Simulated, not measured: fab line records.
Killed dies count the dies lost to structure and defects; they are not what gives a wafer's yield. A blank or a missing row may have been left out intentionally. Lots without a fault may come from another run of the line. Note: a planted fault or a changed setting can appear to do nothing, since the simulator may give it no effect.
Which tool was responsible? ; flow sky130 ; 33 wafers from 11 lots sampled at 2 of the route's 708 steps

== WHAT THE GAUGES READ, wafer by wafer ==
SKY_VT_ADJUST_PCH_TW_MEAS_10. Usual: VT_ADJUST_PCH_TW typically reads 142.5, with standard deviation 0.79.
lot;measured;on;VT_ADJUST_PCH_TW;flag
L415;day 10 06:21;filmMetro-04;142.5 142.2 141.9;
L417;day 11 08:23;filmMetro-03;147.4 146.8 147.3;OFF
L421;day 12 04:41;filmMetro-03;149.7 149.7 148.8;OFF
L424;day 13 04:48;filmMetro-03;142.7 142.7 141.6;
L429;day 14 21:18;filmMetro-02;141.9 141.3 141.4;
L430;day 15 06:14;filmMetro-02;141.8 142.4 141.3;
L431;day 15 12:47;filmMetro-03;142.7 142.4 143.2;
L433;day 16 04:11;filmMetro-04;142.3 141.7 141.6;
L436;day 16 16:29;filmMetro-02;142.6 142.4 142.6;
L437;day 16 23:27;filmMetro-03;142.0 141.6 141.0;
L438;day 17 12:51;filmMetro-03;143.1 142.9 142.7;

== WHAT TOOL EACH LOT RAN ON (gives the tool, then ch and the chambers of the sampled wafers, and finally the start) ==
lot;SKY_VT_ADJUST_PCH_IMPLANT_08
L415;implanter-04 ch 0, day 10 06:06
L417;implanter-01 ch 0, day 11 08:08
L421;implanter-01 ch 0, day 12 04:27
L424;implanter-04 ch 0, day 13 04:33
L429;implanter-03 ch 0, day 14 20:59
L430;implanter-01 ch 0, day 15 05:59
L431;implanter-01 ch 0, day 15 12:32
L433;implanter-04 ch 0, day 16 03:56
L436;implanter-03 ch 0, day 16 16:14
L437;implanter-03 ch 0, day 16 23:13
L438;implanter-01 ch 0, day 17 12:38
- SKY_VT_ADJUST_PCH_IMPLANT_08

== WHAT THE TOOLS THEMSELVES READ (means of the sampled wafers that have a number; where no wafer has one, the mark that the record gives instead) ==
SKY_VT_ADJUST_PCH_IMPLANT_08. Usual: beamOnS 10.01 s, standard deviation 0.21; endStationPressureTorr 4.98e-06 Torr, standard deviation 2.7e-07; faradayCurrentUA 2.82, standard deviation 0.059.
lot;tool;beamOnS (s);endStationPressureTorr (Torr);faradayCurrentUA;flag
L415;implanter-04;10.08;5.10e-06;2.79;
L417;implanter-01;11.84;8.71e-05;2.37;OFF
L421;implanter-01;11.72;8.94e-05;2.39;OFF
L424;implanter-04;10.15;4.97e-06;2.77;
L429;implanter-03;10.15;5.25e-06;2.77;
L430;implanter-01;9.95;5.15e-06;2.83;
L431;implanter-01;9.65;4.84e-06;2.91;
L433;implanter-04;9.88;4.96e-06;2.85;
L436;implanter-03;10.13;4.88e-06;2.78;
L437;implanter-03;9.95;5.25e-06;2.83;
L438;implanter-01;10.05;4.89e-06;2.81;

== THE ANSWER, worked out from the rows above alone ==
Rule: take the mean of a lot's wafers that have a number; if it is more than 3 standard deviations from the usual mean, the lot is off. A lot without any number at a reading at which 4 lots or more have one is off too. Where the step has rows for the other lots, those lots are counted as sound. The gauges are gone through in route order, then the tools' own readings, and for those a lot's mean is taken as printed above. At the first step where some lot is off, the reading lying furthest off is the one used; lots without a number count as furthest.
Off: L417, L421, seen at SKY_VT_ADJUST_PCH_TW_MEAS_10 (VT_ADJUST_PCH_TW).
A tool fits if, at a process step before that reading, it ran every lot that is off, and no sound lot after the first of them. Not tried: the gauges at SKY_VT_ADJUST_PCH_TW_MEAS_10; whatever is off there is also off at SKY_VT_ADJUST_PCH_IMPLANT_08, on other tools, and gauge error can't account for it. Not one of the candidates tried fits.

== WHAT HAD BEEN PUT IN BY THE SIMULATOR ==
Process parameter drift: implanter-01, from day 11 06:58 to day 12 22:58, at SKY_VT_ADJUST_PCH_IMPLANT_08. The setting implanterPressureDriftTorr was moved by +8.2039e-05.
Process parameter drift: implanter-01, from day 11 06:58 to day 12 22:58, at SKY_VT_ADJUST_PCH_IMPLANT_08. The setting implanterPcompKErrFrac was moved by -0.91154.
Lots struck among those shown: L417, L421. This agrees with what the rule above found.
